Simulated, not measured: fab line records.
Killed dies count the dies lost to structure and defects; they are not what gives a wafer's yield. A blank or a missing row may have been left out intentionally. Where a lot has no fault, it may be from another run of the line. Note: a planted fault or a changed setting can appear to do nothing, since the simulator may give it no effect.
One fault through the eyes of 2 desks || flow sky130 || each desk holds nothing but its own numbers, with what lay behind them at the end

== TOOL OWNER'S DESK, furnace-02 ==
The tool's own readings at SKY_FIELD_ISO_OXIDATION_01 (stabilise 600 s, purge 300 s, target thk 12 nm): means of the sampled wafers that have a number, for each lot that ran on this tool. A lot is out of limits, marked OUT, if its mean lies more than 4 standard deviations from the usual mean; the brackets give that distance.
Columns: A = spike_tc_lower_C at SKY_FIELD_ISO_OXIDATION_01, usual 901.6 C; B = zone_power_top_pct at SKY_FIELD_ISO_OXIDATION_01, usual 33 %
{"lot": "L956", "first seen here": "day 1 11:17", "A": 901.6, "B": 30}
{"lot": "L958", "first seen here": "day 1 21:36", "A": 901.4, "B": 30}
{"lot": "L960", "first seen here": "day 2 06:07", "A": 901.6, "B": 30}
{"lot": "L961", "first seen here": "day 2 11:07", "A": 902.2, "B": 30}
{"lot": "L969", "first seen here": "day 4 03:41", "A": 900.3, "B": 30}
This desk's finding: nothing out of limits on any of the 5 lots.

== THE METROLOGY DESK ==
What the gauges read, lot by lot, whatever tool the lot ran on: means of the sampled wafers that have a number. A lot is out of limits, marked OUT, if its mean lies more than 4 standard deviations from the usual mean; the brackets give that distance.
Columns: A = FIELD_ISO_OXIDATION_00_THK at SKY_FIELD_ISO_THK_MEAS_02, usual 12.16 nm; B = NWELL_01_OVL at SKY_NWELL_OVL_MEAS_23, usual 0.0 nm
{"lot": "L956", "first seen here": "day 1 12:49", "A": 12.14, "B": 0.4}
{"lot": "L957", "first seen here": "day 1 16:38", "A": 12.16, "B": -0.8}
{"lot": "L958", "first seen here": "day 1 23:07", "A": 12.00, "B": -1.2}
{"lot": "L959", "first seen here": "day 2 04:13", "A": 12.12, "B": -0.0}
{"lot": "L960", "first seen here": "day 2 07:38", "A": 11.65, "B": 0.0}
{"lot": "L961", "first seen here": "day 2 12:40", "A": "13.41 (+5.2) OUT", "B": 1.2}
{"lot": "L962", "first seen here": "day 2 17:39", "A": 12.34, "B": 1.4}
{"lot": "L963", "first seen here": "day 2 22:39", "A": 12.27, "B": 1.1}
{"lot": "L969", "first seen here": "day 4 05:12", "A": "13.47 (+5.5) OUT", "B": 1.4}
{"lot": "L976", "first seen here": "day 5 16:03", "A": 12.51, "B": 3.1}
{"lot": "L979", "first seen here": "day 6 07:18", "A": 12.43, "B": 1.3}
Finding of this desk: L961, L969 out of limits, first seen on L961 at day 2 12:40 (FIELD_ISO_OXIDATION_00_THK at SKY_FIELD_ISO_THK_MEAS_02). In limits: L956, L957, L958, L959, L960, L962, L963, L976, L979.

== BROUGHT TOGETHER ==
L961, L969 would have let the metrology desk raise an alarm at day 2 12:40.
The desk of the tool owner found nothing out of limits.
On record at the tool owner's desk: L961, L969, within its limits.
SKY_FIELD_ISO_OXIDATION_01 was run on furnace-02 by each of the lots named.

== WHAT HAD BEEN PUT IN BY THE SIMULATOR ==
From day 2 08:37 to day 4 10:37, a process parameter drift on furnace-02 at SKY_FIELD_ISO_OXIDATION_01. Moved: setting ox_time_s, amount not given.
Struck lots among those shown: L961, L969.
Hours from the fault's start to each desk's first reading out of limits: the metrology desk, 4.
